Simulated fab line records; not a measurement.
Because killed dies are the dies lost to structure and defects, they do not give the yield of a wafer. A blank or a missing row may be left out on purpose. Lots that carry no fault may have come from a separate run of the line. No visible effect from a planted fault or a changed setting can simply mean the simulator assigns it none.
The tool behind it: which one?	flow gf180mcu	Sampling: 11 lots, 33 wafers, 5 of 602 route steps

== WHAT THE GAUGES READ, wafer by wafer ==
GF_MVPSD_TW_MEAS_11. Usual: MVPSD_TW gives 556.9 (standard deviation 2.4).
lot	measured	on	MVPSD_TW	flag
L438	day 5 18:22	film-metro-03	557.6 554.2 556.7	
L440	day 6 00:37	film-metro-03	562.1 556.6 557.2	
L439	day 6 02:04	film-metro-02	558.6 557.3 559.0	
L442	day 6 12:19	film-metro-03	557.9 557.9 556.0	
L445	day 7 04:11	film-metro-02	572.1 569.8 574.5 574.0 571.2 574.4	OFF
L446	day 7 12:28	film-metro-03	577.3 575.0 572.9 576.1 577.9 574.9	OFF
L447	day 7 18:58	film-metro-02	553.9 555.8 553.0	
L453	day 9 07:53	film-metro-03	559.4 562.1 558.4	
L457	day 10 04:20	film-metro-03	558.6 560.7 562.0	
L458	day 10 11:10	film-metro-02	556.2 554.2 554.0	
L459	day 10 16:59	film-metro-02	556.6 555.0 551.0	

GF_VT_IMPLANT_RS_MEAS_49: a four-point-probe measurement. Usual: MVPSD_RS gives 1168 ohm/sq (standard deviation 3.5).
lot	measured	on	MVPSD_RS (ohm/sq)	flag
L438	day 8 08:31	film-metro-02	1171 1172 1172	
L440	day 8 15:58	film-metro-03	1168 1170 1167	
L439	day 8 16:59	film-metro-03	1165 1165 1165	
L442	day 9 04:58	film-metro-03	1172 1172 1171	
L445	day 9 22:43	film-metro-03	1057 1058 1059 1062 1059 1057	OFF
L446	day 10 08:48	film-metro-03	1061 1056 1060 1058 1055 1057	OFF
L447	day 10 15:14	film-metro-02	1172 1175 1174	
L453	day 12 09:40	film-metro-03	1162 1169 1168	
L457	day 13 08:15	film-metro-03	1163 1163 1162	
L458	day 13 17:17	film-metro-02	1171 1170 1172	
L459	day 13 22:28	film-metro-03	1167 1166 1163	

GF_V2_BOW_MEAS_05. Usual: V2_BOW gives 101 um (standard deviation 8.5).
lot	measured	on	V2_BOW (um)	flag
L438	day 20 11:42	film-metro-03	96 100 99	
L440	day 20 18:27	film-metro-03	112 105 105	
L439	day 20 22:41	film-metro-03	101 99 99	
L442	day 21 15:56	film-metro-02	88 102 97	
L445	day 22 13:52	film-metro-02	106 110 103	
L446	day 23 02:21	film-metro-04	96 92 82	
L447	day 23 06:21	film-metro-03	106 99 110	
L453	day 25 06:54	film-metro-04	103 97 96	
L457	day 26 10:53	film-metro-03	106 96 97	
L458	day 26 20:07	film-metro-04	107 107 99	
L459	day 26 21:38	film-metro-02	106 88 109	

== TOOL THAT RAN EACH LOT (tool first, then ch and the chambers of the sampled wafers, then the start) ==
lot	GF_MVPSD_IMPLANT_09	GF_DUAL_GATE_STRIP_13
L438	implanter-03 ch 0, day 5 18:08	plasma-asher-01 ch 0,1, day 9 03:56
L440	implanter-03 ch 0, day 6 00:22	plasma-asher-01 ch 0,1, day 9 11:08
L439	implanter-04 ch 0, day 6 01:50	plasma-asher-03 ch 1, day 9 12:24
L442	implanter-01 ch 0, day 6 12:04	plasma-asher-02 ch 1, day 10 01:41
L445	implanter-04 ch 0, day 7 03:56	plasma-asher-01 ch 0,1, day 10 19:20
L446	implanter-04 ch 0, day 7 12:13	plasma-asher-02 ch 0,1, day 11 05:08
L447	implanter-03 ch 0, day 7 18:43	plasma-asher-01 ch 0,1, day 11 10:53
L453	implanter-03 ch 0, day 9 07:38	plasma-asher-03 ch 0,1, day 13 06:56
L457	implanter-01 ch 0, day 10 04:05	plasma-asher-03 ch 0,1, day 14 06:29
L458	implanter-04 ch 0, day 10 10:55	plasma-asher-02 ch 0,1, day 14 15:35
L459	implanter-04 ch 0, day 10 16:44	plasma-asher-01 ch 0,1, day 14 21:20
- GF_MVPSD_IMPLANT_09
- GF_DUAL_GATE_STRIP_13: strips in O2/N2.

== AS READ BY THE TOOLS THEMSELVES (means over the sampled wafers that have a number; for cases with no such wafer, the mark the record gives instead) ==
GF_MVPSD_IMPLANT_09. Usual: dose-ions-cm2 4.998e+12, standard deviation 5e+09; faraday-current-uA 28.2, standard deviation 0.6.
lot	tool	dose-ions-cm2	faraday-current-uA	flag
L438	implanter-03	4.999e+12	27.9	
L440	implanter-03	4.993e+12	28.2	
L439	implanter-04	4.999e+12	27.9	
L442	implanter-01	5.004e+12	28.3	
L445	implanter-04	8.057e+12	45.3	OFF
L446	implanter-04	8.054e+12	45.7	OFF
L447	implanter-03	4.994e+12	28.5	
L453	implanter-03	5.003e+12	28.0	
L457	implanter-01	4.992e+12	28.6	
L458	implanter-04	5.000e+12	28.2	
L459	implanter-04	4.996e+12	28.1	

GF_DUAL_GATE_STRIP_13. Usual: drypump-motor-current-A 5.8 A, standard deviation 0.3; heater-power-w 360 W, standard deviation 61; oes-product-au 0.716 a.u., standard deviation 0.0044; platen-temp-c 250.00 C, standard deviation 0.18; strip-time-to-endpoint-s 12.66 s, standard deviation 0.044.
lot	tool	drypump-motor-current-A (A)	heater-power-w (W)	oes-product-au (a.u.)	platen-temp-c (C)	strip-time-to-endpoint-s (s)	flag
L438	plasma-asher-01	6.0	384	0.714	250.08	12.68	
L440	plasma-asher-01	6.0	387	0.718	249.95	12.65	
L439	plasma-asher-03	5.5	319	0.715	249.74	12.66	
L442	plasma-asher-02	5.3	328	0.717	249.87	12.69	
L445	plasma-asher-01	6.0	387	0.715	249.87	12.62	
L446	plasma-asher-02	5.8	308	0.715	249.88	12.61	
L447	plasma-asher-01	5.8	423	0.715	249.76	12.74	
L453	plasma-asher-03	5.6	321	0.712	249.99	12.59	
L457	plasma-asher-03	5.6	324	0.716	250.07	12.63	
L458	plasma-asher-02	5.5	321	0.715	249.90	12.77	
L459	plasma-asher-01	5.7	425	0.715	249.89	12.66	

== THE ANSWER, worked out from the rows above alone ==
Rule: lot off if the mean of its wafers having a number is beyond 3 standard deviations from the usual mean. A lot without any number at a reading at which 4 lots or more have one is off too. The other lots that the step has rows for count as sound. First the gauges in route order, then the tools' own readings, where a lot's mean is used as printed above. The first step at which some lot is off is used, and at that step the reading that is off furthest; a lot without a number counts as furthest.
Off: L445, L446, seen at GF_MVPSD_TW_MEAS_11 (MVPSD_TW).
If a tool, at a process step before that reading, ran all the lots that are off and no sound lot after the first of them, it fits. Not tried: the gauges at GF_MVPSD_TW_MEAS_11; whatever is off there is also off at GF_MVPSD_IMPLANT_09, on other tools, and gauge error can't account for it. Not one of the candidates tried fits.

== WHAT HAD BEEN PUT IN BY THE SIMULATOR ==
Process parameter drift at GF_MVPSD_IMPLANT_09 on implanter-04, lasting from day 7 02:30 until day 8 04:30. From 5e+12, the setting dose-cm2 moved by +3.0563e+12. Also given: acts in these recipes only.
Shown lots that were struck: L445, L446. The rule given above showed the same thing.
